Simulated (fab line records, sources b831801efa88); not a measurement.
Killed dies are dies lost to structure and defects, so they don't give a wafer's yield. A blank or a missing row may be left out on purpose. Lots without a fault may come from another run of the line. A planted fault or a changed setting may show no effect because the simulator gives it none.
A struck lot beside a sound one | flow sfq_line | 13 steps out of a route of 325
Sound: wafers L215.3, L215.4, L215.5. Struck: wafers L219.1, L219.3, L219.5. The cause comes at the end.
At each step with rows: each side's tool, then ch and its chambers, then its first start. Under that, the readings that differ: sound wafers | struck wafers | difference of the means | sigmas: that difference in standard deviations of wafers without a fault.
alike: readings whose means differ by less than 2 such deviations, and words and numbers that are the same on both sides. not compared: withheld readings, readings that some wafer has no value for, bounds like >300 that may hide the same value, and numbers for which the record gives no deviation and whose values overlap.
The two part at a step that has a row with sigmas, a row that says differs or no value, or rows on one side only. Numbers that don't overlap but have no deviation are shown without sigmas and don't part them. A reading that every wafer of one side lacks parts them only if that side has two wafers or more.

SFQ_TRILAYER_C5_BARC_OPEN_VIA_ETCH_210: etches BARC in O2, target depth 125 nm, time 41.7 s.
  sound on rie_diel-03 ch 0,1,3, day 59 01:48; struck on rie_diel-01 ch 1,2,3, day 59 23:12
  alike: drypump_motor_current_A, oes_product_au
  not compared: rf_hours_counter_h
SFQ_TRILAYER_C5_ETCH_VIA_ETCH_154: etches SiO2 in CHF3, stops on Nb, target depth 84 nm.
  sound on rie_diel-03 ch 0,1,3, day 59 01:50; struck on rie_diel-01 ch 1,2,3, day 59 23:14
  alike: drypump_motor_current_A, oes_product_au
SFQ_TRILAYER_C5_STRIP_STRIP_155: strips in O2.
  sound on rie_metal-01 ch 0,1, day 59 02:05; struck on rie_metal-04 ch 0,1, day 59 23:17
  reading               | sound             | struck            | difference | sigmas
  oes_product_au (a.u.) | 1.013 1.004 1.011 | 0.986 0.979 0.982 | -0.027     | -2
  alike: drypump_motor_current_A
  not compared: rf_hours_counter_h
then, 2 steps without rows for these wafers: SFQ_TRILAYER_C5_STRIP_SOLV_CLEAN_156 (cleans in NMP, time 600 s); SFQ_TRILAYER_M6_DEP_PRE_CLEAN_158 (time 22.5 s).
SFQ_TRILAYER_M6_DEP_SPUTTER_157: material Nb, target thk 200 nm, time 133.3 s.
  sound on pvd_sputter-03, day 59 02:43; struck on pvd_sputter-06, day 60 00:05
  alike: throttle_valve_pct
SFQ_M6_RS_MEAS_938: measures by four-point-probe.
  sound on film_metro-03, day 59 02:50; struck on film_metro-03, day 60 00:11
  alike: M6_NB_RS
then, 4 steps without rows for these wafers: SFQ_TRILAYER_M6_LITHO_COAT_164 (resist thk 62 nm); SFQ_TRILAYER_M6_LITHO_COAT_159 (resist thk 600 nm); SFQ_TRILAYER_M6_LITHO_SOFTBAKE_163; SFQ_TRILAYER_M6_LITHO_EXPOSE_160 (exposes mask M6, target cd 500 nm).
SFQ_TRILAYER_M6_LITHO_PEB_162: peb time 60 s.
  sound on litho_track-02 ch 0, day 59 21:37; struck on litho_track-02, day 60 11:58
  no value came back on the struck wafers for chill_plate_temp_C (C), exhaust_pa (Pa); on the sound wafers chill_plate_temp_C (C) reads 22.87 23.00 22.92
then, 1 step without rows for these wafers: SFQ_TRILAYER_M6_LITHO_DEVELOP_161 (time 60 s).

WHERE THEY PART
First at SFQ_TRILAYER_C5_STRIP_STRIP_155; last, within this record, at SFQ_TRILAYER_M6_LITHO_PEB_162.

WHY: what the simulator had put in
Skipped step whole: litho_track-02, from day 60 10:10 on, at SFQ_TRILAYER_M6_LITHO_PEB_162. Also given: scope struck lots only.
